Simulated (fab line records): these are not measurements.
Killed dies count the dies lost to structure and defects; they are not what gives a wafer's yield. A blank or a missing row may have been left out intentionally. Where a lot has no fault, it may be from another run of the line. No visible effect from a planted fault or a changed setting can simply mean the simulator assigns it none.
Which tool was responsible? :: flow gf180mcu :: 12 lots, 36 wafers sampled, at 2 steps of a route of 602

== WHAT THE GAUGES READ, wafer by wafer ==
GF_M2_CD_MEAS_14: the cd target is 280 nm.
lot: L721
measured: day 19 09:14
on: cd sem-01
cd nm (nm): 279.9 280.6 279.4

lot: L722
measured: day 19 21:28
on: cd sem-01
cd nm (nm): 277.0 279.0 279.5

lot: L723
measured: day 20 04:42
on: cd sem-01
cd nm (nm): 281.3 281.4 281.6

lot: L725
measured: day 21 04:35
on: cd sem-02
cd nm (nm): 279.9 279.6 280.4

lot: L726
measured: day 21 09:05
on: cd sem-01
cd nm (nm): 280.4 278.8 281.3

lot: L728
measured: day 22 04:41
on: cd sem-02
cd nm (nm): 280.0 280.1 279.1

lot: L729
measured: day 22 17:42
on: cd sem-02
cd nm (nm): 281.3 280.1 280.6

lot: L730
measured: day 23 11:51
on: cd sem-02
cd nm (nm): 279.3 278.5 278.2

lot: L733
measured: day 24 00:52
on: cd sem-02
cd nm (nm): 281.5 279.6 280.7

lot: L735
measured: day 24 21:37
on: cd sem-01
cd nm (nm): 283.3 282.9 283.7

lot: L741
measured: day 26 15:04
on: cd sem-02
cd nm (nm): 277.5 276.6 276.8

lot: L742
measured: day 26 22:56
on: cd sem-02
cd nm (nm): 280.1 280.1 280.5

GF_V2_THK_MEAS_01.
lot: L721
measured: day 19 10:15
on: film metro-04
V2_CVD_00_THK (nm): 595 589 595

lot: L722
measured: day 19 22:20
on: film metro-01
V2_CVD_00_THK (nm): 601 604 608

lot: L723
measured: day 20 05:34
on: film metro-02
V2_CVD_00_THK (nm): 609 601 600

lot: L725
measured: day 21 05:29
on: film metro-01
V2_CVD_00_THK (nm): 604 606 604

lot: L726
measured: day 21 10:06
on: film metro-02
V2_CVD_00_THK (nm): 608 604 603

lot: L728
measured: day 22 05:33
on: film metro-02
V2_CVD_00_THK (nm): 605 606 602

lot: L729
measured: day 22 18:34
on: film metro-04
V2_CVD_00_THK (nm): 599 604 604

lot: L730
measured: day 23 12:46
on: film metro-02
V2_CVD_00_THK (nm): 602 597 601

lot: L733
measured: day 24 01:44
on: film metro-01
V2_CVD_00_THK (nm): 601 600 611

lot: L735
measured: day 24 22:56
on: film metro-04
V2_CVD_00_THK (nm): 600 605 607

lot: L741
measured: day 26 15:55
on: film metro-04
V2_CVD_00_THK (nm): 605 592 596

lot: L742
measured: day 26 23:49
on: film metro-04
V2_CVD_00_THK (nm): 599 598 599

== EACH LOT AND THE TOOL THAT RAN IT (in order: tool; ch and the chambers of the sampled wafers; start) ==
Record: no process step prior to these readings.

== WHAT THE TOOLS THEMSELVES READ (means of the sampled wafers that have a number; where no wafer has one, the mark that the record gives instead) ==
The record holds no such reading with a usual standard deviation.

== THE ANSWER, worked out from the rows above alone ==
Rule: usual is defined by the lots themselves. The widest of any qualifying gaps counts: lots, ordered by their means at a reading, are off when they make up no more than a third of the lots, leave a main group of 4 or more, and stand apart from it by 3 or more times the standard deviation of that group's means. A main group is skipped when, at the precision printed for the reading in the tables above, its means are all equal. A lot without any number at a reading at which 4 lots or more have one is off too. Any other lot the step has rows for is counted as sound. The gauges are gone through in route order, then the tools' own readings, and for those a lot's mean is taken as printed above. At the first step where some lot is off, the reading lying furthest off is the one used; lots without a number count as furthest.
Across all readings shown, no lot is off: no conclusion can be drawn from this.

== WHAT THE SIMULATOR HAD PUT IN ==
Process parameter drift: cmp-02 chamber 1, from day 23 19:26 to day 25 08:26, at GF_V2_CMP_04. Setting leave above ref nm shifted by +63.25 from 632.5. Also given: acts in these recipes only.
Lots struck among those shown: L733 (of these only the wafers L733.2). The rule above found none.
